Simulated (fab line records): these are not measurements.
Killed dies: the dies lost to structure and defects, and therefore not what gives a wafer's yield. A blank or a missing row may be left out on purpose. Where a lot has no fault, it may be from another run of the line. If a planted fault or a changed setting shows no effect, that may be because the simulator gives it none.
A lot that was struck, set against a sound lot | flow sky130 | 14 out of 708 route steps
Sound: these wafers, L432.1, L432.2, L432.4. The struck wafers were L439.1, L439.2, L439.3. Last of all comes the cause.
Each step with rows lists, per side, the tool, then ch with its chambers, then its first start. Under that, the readings that differ: sound wafers | struck wafers | difference of the means | sigmas: that difference in standard deviations of wafers without a fault.
alike: readings with means less than 2 such deviations apart, plus words and numbers identical on both sides. not compared: withheld readings, readings lacking a value on some wafer, bounds such as >300 that could conceal the same value, and numbers that have no deviation in the record and whose values overlap.
Wherever a step has rows on one side only, a row that says differs or no value, or a row with sigmas, the two part there. Numbers that don't overlap but have no deviation are shown without sigmas and don't part them. A reading that every wafer of one side lacks parts them only if that side has two wafers or more.

SKY_CONTACT_THK_MEAS_01:
  sound: film_metro-01 at day 31 23:09; struck: film_metro-01 at day 34 09:01
  alike: CONTACT_CVD_00_THK
then, 1 step without rows for these wafers: SKY_CONTACT_HDPCVD_02 (deposits SiO2, target thk 565 nm, time 94.2 s).
SKY_CONTACT_THK_MEAS_03:
  sound: film_metro-01 at day 31 23:17; struck: film_metro-03 at day 34 09:08
  alike: CONTACT_HDPCVD_THK
SKY_CONTACT_CMP_04: polishes SiO2.
  sound on cmp-02 ch 0,2,3, day 31 23:20; struck on cmp-01 ch 1,2,3, day 34 09:14
  alike: motor_current_A, time_to_endpoint_s
SKY_CONTACT_BOW_MEAS_05:
  sound: film_metro-03 at day 31 23:38; struck: film_metro-03 at day 34 09:32
  alike: CONTACT_BOW
then, 7 steps without rows for these wafers: SKY_CONTACT_DEHYDRATE_06 (time 60 s); SKY_CONTACT_HMDS_07 (prime time 60 s); SKY_CONTACT_COAT_08 (resist thk 60 nm); SKY_CONTACT_COAT_09 (resist thk 450 nm); SKY_CONTACT_SOFTBAKE_10 (time 90 s); SKY_CONTACT_EXPOSE_11 (exposes mask CTM1, target cd 170 nm); SKY_CONTACT_PEB_12.
SKY_CONTACT_DEVELOP_13: develop time 60 s.
  sound on litho_track-04 ch 0, day 33 01:00; struck on litho_track-03, day 35 09:00
  no value came back on the struck wafers for chill_plate_temp_C (C), develop_time_s (s), exhaust_pa (Pa); on the sound wafers chill_plate_temp_C (C) reads 23.13 22.95 23.09
  reading                                        | sound             | struck            | difference | sigmas
  model.KrF-thick_of_CONTACT_COAT_09.thk_nm (nm) | 436.3 435.4 435.5 | 448.6 447.8 447.6 | +12.3      |
SKY_CONTACT_CD_MEAS_14: target cd 170 nm.
  sound: cd_sem-02 at day 33 01:50; struck: cd_sem-01 at day 35 09:33
  reading    | sound             | struck | difference                    | sigmas
  cd_nm (nm) | 168.3 168.4 167.6 | - - -  | no value on the struck wafers |

WHERE THEY PART
Last at SKY_CONTACT_CD_MEAS_14 as far as this record goes, first at SKY_CONTACT_DEVELOP_13.

WHY: what had been put in by the simulator
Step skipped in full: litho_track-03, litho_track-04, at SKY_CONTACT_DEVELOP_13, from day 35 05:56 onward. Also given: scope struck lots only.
